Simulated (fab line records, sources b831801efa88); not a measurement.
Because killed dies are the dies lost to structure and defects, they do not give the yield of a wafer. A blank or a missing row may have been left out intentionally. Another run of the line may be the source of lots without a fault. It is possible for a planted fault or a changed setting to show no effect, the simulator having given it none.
Chamber matching / flow gf180mcu / GF_V3_CMP_04 on cmp-01 has 3 sister chambers
The step polishes SiO2. 6 wafers are shown with their chamber, then 6 later ones without.

== WAFERS, EACH WITH ITS CHAMBER ==
wafer=L577.2; chamber=3; motorCurrentA (A)=12.5; timeToEndpointS (s)=84
wafer=L581.5; chamber=0; motorCurrentA (A)=11.1; timeToEndpointS (s)=92
wafer=L581.6; chamber=1; motorCurrentA (A)=10.9; timeToEndpointS (s)=86
wafer=L591.1; chamber=0; motorCurrentA (A)=11.6; timeToEndpointS (s)=84
wafer=L591.3; chamber=1; motorCurrentA (A)=10.8; timeToEndpointS (s)=76
wafer=L591.4; chamber=3; motorCurrentA (A)=13.0; timeToEndpointS (s)=84

== WAFERS WITH NO CHAMBER GIVEN ==
wafer=L592.2; motorCurrentA (A)=11.0; timeToEndpointS (s)=83
wafer=L592.6; motorCurrentA (A)=12.8; timeToEndpointS (s)=86
wafer=L593.2; motorCurrentA (A)=10.7; timeToEndpointS (s)=86
wafer=L593.5; motorCurrentA (A)=11.3; timeToEndpointS (s)=93
wafer=L593.6; motorCurrentA (A)=12.2; timeToEndpointS (s)=87
wafer=L594.4; motorCurrentA (A)=11.9; timeToEndpointS (s)=80

== THE CHAMBER EACH PASSED THROUGH ==
wafer=L592.2; from the rows above=can't be placed: 1 or 0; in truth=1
wafer=L592.6; from the rows above=3; in truth=3
wafer=L593.2; from the rows above=can't be placed: 1 or 0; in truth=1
wafer=L593.5; from the rows above=can't be placed: 0 or 1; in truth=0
wafer=L593.6; from the rows above=can't be placed: 3 or 0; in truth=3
wafer=L594.4; from the rows above=can't be placed: 0 or 3 or 1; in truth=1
1 of 6 placed correctly. Unplaceable from these rows: 5, with the true chamber sitting among the candidates in 5. Number placed wrongly: 0.
How it was worked out, from the rows above alone: a wafer's distance from a chamber is the root of the sum, over the readings, of the square of ((its reading less the chamber's mean) divided by the reading's scatter). If the next closest chamber is less than 2 further off than the closest, the wafer can't be placed; otherwise it belongs to the closest. The mean given for a chamber averages the wafers shown for that chamber. The scatter: take each reading less its chamber's mean, square it, sum over the shown wafers, divide by the number of wafers less the number of chambers, and take the root.
